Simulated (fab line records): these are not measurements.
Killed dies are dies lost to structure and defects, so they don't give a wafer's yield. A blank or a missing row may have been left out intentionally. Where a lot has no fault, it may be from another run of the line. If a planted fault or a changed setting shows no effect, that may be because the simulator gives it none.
The tool behind it: which one? + flow sky130 + Sampling: 24 lots, 72 wafers, 5 of 708 route steps

== WHAT EACH GAUGE READ, for each wafer ==
SKY_NWELL_TW_MEAS_26.
| lot  | measured     | on           | NWELL_2_TW        |
|------|--------------|--------------|-------------------|
| L074 | day 5 06:59  | filmMetro-03 | 498.9 493.6 496.0 |
| L075 | day 5 13:25  | filmMetro-02 | 497.1 497.7 499.4 |
| L076 | day 5 19:17  | filmMetro-03 | 493.0 492.3 492.5 |
| L077 | day 6 02:28  | filmMetro-03 | 493.3 492.7 494.9 |
| L078 | day 6 06:09  | filmMetro-02 | 494.7 495.9 494.5 |
| L079 | day 6 12:13  | filmMetro-02 | 493.0 498.1 496.2 |
| L080 | day 6 17:55  | filmMetro-04 | 499.0 498.3 494.8 |
| L081 | day 7 01:18  | filmMetro-04 | 497.3 501.6 498.6 |
| L082 | day 7 07:25  | filmMetro-02 | 495.1 492.1 496.3 |
| L083 | day 7 12:27  | filmMetro-02 | 494.1 494.3 492.5 |
| L084 | day 7 20:21  | filmMetro-04 | 497.2 498.1 495.1 |
| L085 | day 8 00:30  | filmMetro-04 | 497.6 493.3 497.4 |
| L086 | day 8 06:28  | filmMetro-02 | 493.1 495.2 493.8 |
| L087 | day 8 14:10  | filmMetro-02 | 496.9 497.3 492.8 |
| L088 | day 8 23:19  | filmMetro-04 | 497.6 497.1 496.8 |
| L089 | day 9 06:07  | filmMetro-02 | 491.9 492.7 493.8 |
| L090 | day 9 08:03  | filmMetro-04 | 497.9 497.0 498.8 |
| L091 | day 9 13:40  | filmMetro-02 | 494.1 492.0 493.8 |
| L092 | day 9 18:24  | filmMetro-03 | 496.1 493.2 494.2 |
| L093 | day 10 02:48 | filmMetro-04 | 495.5 496.5 499.0 |
| L094 | day 10 07:11 | filmMetro-03 | 495.8 492.2 491.4 |
| L095 | day 10 12:51 | filmMetro-04 | 496.3 496.9 497.3 |
| L096 | day 10 19:24 | filmMetro-04 | 495.1 495.2 493.5 |
| L097 | day 11 03:08 | filmMetro-03 | 496.7 497.1 495.5 |

SKY_VT_ADJUST_HVTR_CD_MEAS_07 targets a cd of 380 nm.
| lot  | measured     | on       | cdNm (nm)         |
|------|--------------|----------|-------------------|
| L074 | day 9 08:18  | cdSem-02 | 382.7 380.5 380.6 |
| L075 | day 9 23:05  | cdSem-01 | 385.7 385.1 384.9 |
| L076 | day 9 23:13  | cdSem-01 | 374.7 378.0 378.0 |
| L077 | day 10 09:23 | cdSem-01 | 383.0 381.6 383.2 |
| L078 | day 10 15:31 | cdSem-01 | 384.5 383.8 386.1 |
| L079 | day 10 21:00 | cdSem-01 | 385.1 382.7 381.0 |
| L080 | day 11 02:30 | cdSem-01 | 380.6 381.5 382.8 |
| L081 | day 11 12:17 | cdSem-01 | 385.2 380.3 382.4 |
| L082 | day 11 17:52 | cdSem-02 | 381.5 380.3 382.5 |
| L083 | day 12 02:16 | cdSem-01 | 383.1 384.0 383.7 |
| L084 | day 12 11:40 | cdSem-01 | 380.0 377.8 380.3 |
| L085 | day 12 16:46 | cdSem-02 | 382.4 381.3 380.2 |
| L086 | day 12 21:56 | cdSem-02 | 375.9 377.5 377.1 |
| L087 | day 13 09:13 | cdSem-01 | 382.6 380.1 381.0 |
| L088 | day 13 19:24 | cdSem-02 | 381.7 382.2 382.7 |
| L089 | day 14 04:53 | cdSem-02 | 383.7 383.3 382.2 |
| L090 | day 14 06:46 | cdSem-01 | 383.9 383.4 383.5 |
| L091 | day 14 11:25 | cdSem-02 | 384.3 381.3 381.3 |
| L092 | day 14 19:11 | cdSem-01 | 379.2 378.8 380.6 |
| L093 | day 15 06:07 | cdSem-01 | 381.0 383.8 381.1 |
| L094 | day 15 10:30 | cdSem-01 | 382.0 381.9 381.8 |
| L095 | day 15 18:05 | cdSem-02 | 379.6 374.5 377.4 |
| L096 | day 16 01:16 | cdSem-02 | 383.0 380.8 379.8 |
| L097 | day 16 13:10 | cdSem-02 | 379.3 382.0 381.8 |

SKY_SONOS_ONO_OVL_MEAS_14.
| lot  | measured     | on         | SONOS_ONO_OVL (nm) |
|------|--------------|------------|--------------------|
| L074 | day 12 11:24 | overlay-02 | -0.6 0.2 -2.7      |
| L075 | day 13 02:53 | overlay-02 | 1.0 -0.5 -3.9      |
| L076 | day 13 03:28 | overlay-02 | -1.9 -0.3 0.6      |
| L077 | day 13 16:20 | overlay-02 | 2.0 -0.1 2.3       |
| L078 | day 14 01:26 | overlay-02 | 0.7 0.4 -0.8       |
| L079 | day 14 04:42 | overlay-02 | 0.6 0.0 -0.4       |
| L080 | day 14 12:43 | overlay-02 | -0.1 -0.6 1.4      |
| L081 | day 14 21:27 | overlay-01 | -0.8 -0.9 -2.6     |
| L082 | day 15 04:57 | overlay-02 | 1.6 1.3 -0.2       |
| L083 | day 15 12:24 | overlay-01 | 1.6 1.9 1.2        |
| L084 | day 16 02:26 | overlay-02 | 0.7 2.0 1.2        |
| L085 | day 16 04:15 | overlay-02 | 0.2 -0.1 -0.1      |
| L086 | day 16 18:36 | overlay-02 | 1.2 0.0 -0.8       |
| L087 | day 17 03:27 | overlay-01 | -1.1 -1.0 -3.2     |
| L088 | day 17 10:32 | overlay-02 | 1.6 0.8 0.4        |
| L089 | day 18 01:43 | overlay-01 | 1.1 0.3 0.1        |
| L090 | day 18 01:57 | overlay-02 | 0.8 0.0 -0.3       |
| L091 | day 18 06:57 | overlay-02 | 3.4 4.8 4.1        |
| L092 | day 18 21:53 | overlay-01 | 0.4 2.0 2.1        |
| L093 | day 19 08:51 | overlay-01 | 0.2 1.7 1.5        |
| L094 | day 19 09:36 | overlay-01 | -0.2 0.1 0.0       |
| L095 | day 19 20:31 | overlay-01 | 3.4 -0.9 1.2       |
| L096 | day 20 01:44 | overlay-02 | -0.1 -0.5 -0.9     |
| L097 | day 20 10:27 | overlay-02 | -1.1 -0.4 -2.4     |

SKY_LDD_HVP_TW_MEAS_10.
| lot  | measured     | on           | LDD_HVP_TW  |
|------|--------------|--------------|-------------|
| L074 | day 21 17:46 | filmMetro-04 | 459 457 458 |
| L075 | day 22 08:00 | filmMetro-03 | 451 455 452 |
| L076 | day 22 09:16 | filmMetro-04 | 460 461 460 |
| L077 | day 22 23:52 | filmMetro-04 | 460 460 459 |
| L078 | day 23 00:10 | filmMetro-03 | 455 453 454 |
| L079 | day 23 09:31 | filmMetro-01 | 452 451 452 |
| L080 | day 23 19:04 | filmMetro-04 | 454 459 457 |
| L081 | day 24 03:13 | filmMetro-01 | 451 452 455 |
| L082 | day 24 09:01 | filmMetro-04 | 455 455 456 |
| L083 | day 24 23:25 | filmMetro-01 | 450 451 453 |
| L084 | day 25 12:30 | filmMetro-01 | 450 446 449 |
| L085 | day 25 14:04 | filmMetro-01 | 451 451 451 |
| L086 | day 26 08:04 | filmMetro-01 | 459 460 458 |
| L087 | day 26 16:45 | filmMetro-04 | 456 458 459 |
| L088 | day 26 20:34 | filmMetro-04 | 460 458 456 |
| L089 | day 27 12:17 | filmMetro-03 | 451 451 451 |
| L090 | day 27 11:33 | filmMetro-04 | 459 459 458 |
| L091 | day 27 10:45 | filmMetro-04 | 458 461 459 |
| L092 | day 28 18:24 | filmMetro-01 | 463 462 463 |
| L093 | day 28 21:07 | filmMetro-04 | 458 457 454 |
| L094 | day 28 21:25 | filmMetro-03 | 453 452 456 |
| L095 | day 28 22:47 | filmMetro-01 | 460 462 463 |
| L096 | day 29 03:11 | filmMetro-04 | 454 459 457 |
| L097 | day 29 07:49 | filmMetro-04 | 461 459 460 |

== WHAT TOOL EACH LOT RAN ON (gives the tool, then ch and the chambers of the sampled wafers, and finally the start) ==
| lot  | SKY_SONOS_ONO_ETCH_15             |
|------|-----------------------------------|
| L074 | rieDiel-01 ch 0,2,3, day 12 11:26 |
| L075 | rieDiel-01 ch 0,3, day 13 02:56   |
| L076 | rieDiel-03 ch 1,2,3, day 13 03:29 |
| L077 | rieDiel-03 ch 0,2, day 13 16:22   |
| L078 | rieDiel-03 ch 0,3, day 14 01:29   |
| L079 | rieDiel-01 ch 0,2,3, day 14 04:44 |
| L080 | rieDiel-01 ch 1,2, day 14 12:44   |
| L081 | rieDiel-03 ch 2,3, day 14 21:29   |
| L082 | rieDiel-03 ch 0,2,3, day 15 04:59 |
| L083 | rieDiel-03 ch 1,3, day 15 12:26   |
| L084 | rieDiel-01 ch 0,1,2, day 16 02:28 |
| L085 | rieDiel-03 ch 0,2,3, day 16 04:17 |
| L086 | rieDiel-02 ch 1,2,3, day 16 18:38 |
| L087 | rieDiel-02 ch 0,2, day 17 03:29   |
| L088 | rieDiel-03 ch 0,1, day 17 10:34   |
| L089 | rieDiel-02 ch 0,2, day 18 01:44   |
| L090 | rieDiel-01 ch 0,1,3, day 18 01:59 |
| L091 | rieDiel-03 ch 0,1,2, day 18 06:59 |
| L092 | rieDiel-02 ch 0,3, day 18 21:55   |
| L093 | rieDiel-03 ch 0,2,3, day 19 08:53 |
| L094 | rieDiel-02 ch 1,2, day 19 09:37   |
| L095 | rieDiel-03 ch 1,2, day 19 20:32   |
| L096 | rieDiel-03 ch 0,1,3, day 20 01:46 |
| L097 | rieDiel-03 ch 2,3, day 20 10:28   |
- SKY_SONOS_ONO_ETCH_15: etches the open film in CHF3/O2, target depth 19.52 nm, time 7.8 s.

== AS READ BY THE TOOLS THEMSELVES (means over the sampled wafers that have a number; for cases with no such wafer, the mark the record gives instead) ==
SKY_SONOS_ONO_ETCH_15.
| lot  | tool       | chf3FlowSccm (sccm) | drypumpMotorCurrentA (A) | oesProductAu (a.u.) | throttleValvePct (%) |
|------|------------|---------------------|--------------------------|---------------------|----------------------|
| L074 | rieDiel-01 | 49.87               | 5.6                      | 1.001               | 8.831                |
| L075 | rieDiel-01 | 49.83               | 5.9                      | 1.007               | 8.823                |
| L076 | rieDiel-03 | 50.01               | 5.3                      | 0.997               | 8.823                |
| L077 | rieDiel-03 | 50.10               | 5.2                      | 0.990               | 8.823                |
| L078 | rieDiel-03 | 49.92               | 5.2                      | 1.004               | 8.830                |
| L079 | rieDiel-01 | 49.99               | 5.6                      | 1.001               | 8.822                |
| L080 | rieDiel-01 | 49.89               | 5.4                      | 0.996               | 8.832                |
| L081 | rieDiel-03 | 49.63               | 5.1                      | 1.006               | 8.823                |
| L082 | rieDiel-03 | 50.02               | 5.2                      | 0.998               | 8.831                |
| L083 | rieDiel-03 | 50.05               | 5.4                      | 0.993               | 8.820                |
| L084 | rieDiel-01 | 49.92               | 5.5                      | 1.005               | 8.830                |
| L085 | rieDiel-03 | 50.05               | 5.2                      | 1.010               | 8.817                |
| L086 | rieDiel-02 | 49.88               | 5.3                      | 1.001               | 8.820                |
| L087 | rieDiel-02 | 50.01               | 5.5                      | 1.007               | 8.833                |
| L088 | rieDiel-03 | 50.04               | 5.3                      | 1.001               | 8.816                |
| L089 | rieDiel-02 | 50.13               | 5.5                      | 1.020               | 8.832                |
| L090 | rieDiel-01 | 49.87               | 5.7                      | 0.999               | 8.821                |
| L091 | rieDiel-03 | 49.99               | 5.3                      | 1.001               | 8.830                |
| L092 | rieDiel-02 | 49.94               | 4.7                      | 1.004               | 8.821                |
| L093 | rieDiel-03 | 50.04               | 5.2                      | 0.993               | 8.827                |
| L094 | rieDiel-02 | 49.92               | 5.5                      | 0.994               | 8.820                |
| L095 | rieDiel-03 | 49.95               | 5.3                      | 0.994               | 8.822                |
| L096 | rieDiel-03 | 49.96               | 5.3                      | 0.995               | 8.817                |
| L097 | rieDiel-03 | 49.93               | 5.2                      | 0.994               | 8.826                |

== THE ANSWER, worked out from the rows above alone ==
Rule: the usual values come from the lots themselves. Put in order of their means at a reading, lots are off if they are a third of the lots or fewer, leave a main group of 4 or more, and stand apart from it by a gap of 3 or more times the standard deviation of the main group's means; of several such gaps the widest counts. Not used: any main group whose means are identical at the precision the tables above print for the reading. A lot without any number at a reading at which 4 lots or more have one is off too. All remaining lots with rows at the step are treated as sound. First the gauges in route order, then the tools' own readings, where a lot's mean is used as printed above. The first step at which some lot is off is used, and at that step the reading that is off furthest; a lot without a number counts as furthest.
No lot is off on any of the readings shown, so nothing can be concluded from this.

== WHAT THE SIMULATOR PUT IN ==
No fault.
